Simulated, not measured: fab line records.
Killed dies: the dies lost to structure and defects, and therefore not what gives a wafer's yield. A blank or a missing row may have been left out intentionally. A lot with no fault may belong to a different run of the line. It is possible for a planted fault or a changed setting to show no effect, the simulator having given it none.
8D (eight disciplines) problem report, filled in by code	flow sky130	the parts of the form that need people (team, actions taken, sign-off) are left out

1. WHAT WENT WRONG
Wafers free of any fault read 242.6 (standard deviation 1.2) for VT_ADJUST_LVTN_TW at SKY_VT_ADJUST_LVTN_TW_MEAS_10, against a mean of 272.6 on 6 wafers of 2 lots. Relative to the usual mean, that is a shift of +25 standard deviations.
First seen on wafer L775.2, day 7 12:49, on film metro-04. The record has a number at this step for 39 wafers belonging to 13 lots. Rule for "out", or "out of limits": more than 4 standard deviations from the usual mean. The rest of the wafers with a number are treated as sound.

2. WHAT IT IS, AND WHAT IT ISN'T
question	is	is not
which readings at this step	VT_ADJUST_LVTN_TW	-
which lots	L775, L778	L772, L773, L776, L786, L787, L788, L790, L791, L792, L793, L795
which wafers of those lots	all that have a number	-
read on which gauges	film metro-02, film metro-04	film metro-03
when	from day 7 12:49	up to then (6 sound wafers); but 27 sound wafers of L776, L786, L787, L788, L790, L791, L792, L793, L795 came after

3. THE SUSPECTS, EACH WITH WHAT RULES IT OUT
Counting: a tool at any process step up to the reading remains a suspect when it ran all the lots that are out and ran no sound lot after the first of those.
- the gauge at SKY_VT_ADJUST_LVTN_TW_MEAS_10 has been ruled out. 2 gauges (film metro-02, film metro-04) read the wafers that are out.
- implanter-03 at SKY_VT_ADJUST_LVTN_IMPLANT_08: ruled out as a lasting fault. After its first lot that is out, L775 (day 7 12:35), sound lots L786, L788, L791, L793, L795 ran on it.
Left after counting: nothing in the record.

4. THE CAUSE (what the simulator had put in)
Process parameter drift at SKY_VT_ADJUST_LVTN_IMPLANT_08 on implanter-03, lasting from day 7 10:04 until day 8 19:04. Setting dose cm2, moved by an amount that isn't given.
Counting ruled it out, wrongly: the rule takes a fault to strike every lot that its tool runs from its start on, and this one did not.

5. THE CHAIN OF EFFECTS, in route order
One row per reading whose mean, taken over the struck wafers that have a number, lies over 3 standard deviations from the usual. Scope: only readings with a usual standard deviation given in the record; hours: median across lots of the time from each lot's start at the first step in this table that gives one to its start at this step; sigmas: change in usual standard deviations.
hours	step	reading	usual	on struck wafers	change	sigmas
0	SKY_VT_ADJUST_LVTN_IMPLANT_08	dose ions cm2	1.5699e+12	2.3838e+12	+8.1387e+11	+99 or more
0	SKY_VT_ADJUST_LVTN_IMPLANT_08	faraday current uA	8.84	13.36	+4.52	+27
0	SKY_VT_ADJUST_LVTN_TW_MEAS_10	VT_ADJUST_LVTN_TW	242.6	272.6	+30.0	+25
Its process steps:
- SKY_VT_ADJUST_LVTN_IMPLANT_08
Later steps that measure or inspect, where all struck wafers having a row at the step show a number for every such reading and not one has moved that far: SKY_VT_ADJUST_NCORE_OVL_MEAS_08.

6. WHAT WOULD HAVE CAUGHT IT SOONER
3 hours passed between the start of the fault at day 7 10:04 and the first reading out of limits at a measuring or inspecting step in this record, taken at day 7 12:49.
The tool's own readings at SKY_VT_ADJUST_LVTN_IMPLANT_08 were out on every struck wafer that the step has a row for (dose ions cm2, faraday current uA): an alarm limit on them would have fired on the first of those.
